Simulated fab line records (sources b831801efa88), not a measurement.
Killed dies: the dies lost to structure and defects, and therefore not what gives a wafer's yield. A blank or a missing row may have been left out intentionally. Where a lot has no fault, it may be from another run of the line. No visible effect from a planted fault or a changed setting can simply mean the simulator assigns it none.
Which of the tools did it?    flow sky130    route of 708 steps, sampled at 1 step: 7 lots, 21 wafers

WHAT EACH GAUGE READ, for each wafer
SKY_VT_ADJUST_HVTR_TW_MEAS_11.
lot   measured      on             VT_ADJUST_HVTR_TW
L242  day 10 04:28  film metro-02  209.5 209.0 211.2
L244  day 10 21:29  film metro-02  210.2 211.5 211.1
L247  day 11 20:32  film metro-02  210.9 211.5 210.9
L255  day 14 02:20  film metro-01  213.5 212.5 212.3
L257  day 14 20:38  film metro-03  212.0 213.0 212.5
L259  day 15 08:35  film metro-03  213.6 213.9 213.8
L263  day 16 15:26  film metro-01  213.6 213.4 212.6

EACH LOT AND THE TOOL THAT RAN IT (in order: tool; ch and the chambers of the sampled wafers; start)
There is no process step in the record ahead of these readings.

THE ANSWER, worked out from the rows above alone
Rule: the usual values come from the lots themselves. The widest of any qualifying gaps counts: lots, ordered by their means at a reading, are off when they make up no more than a third of the lots, leave a main group of 4 or more, and stand apart from it by 3 or more times the standard deviation of that group's means. If all means in a main group match to the digits the tables above print for the reading, that group is not used. Also off: a lot with no number at a reading for which 4 or more lots have one. The other lots that the step has rows for count as sound.
Nothing can be told from this: no lot is off at any reading shown.

WHAT THE SIMULATOR HAD INSERTED
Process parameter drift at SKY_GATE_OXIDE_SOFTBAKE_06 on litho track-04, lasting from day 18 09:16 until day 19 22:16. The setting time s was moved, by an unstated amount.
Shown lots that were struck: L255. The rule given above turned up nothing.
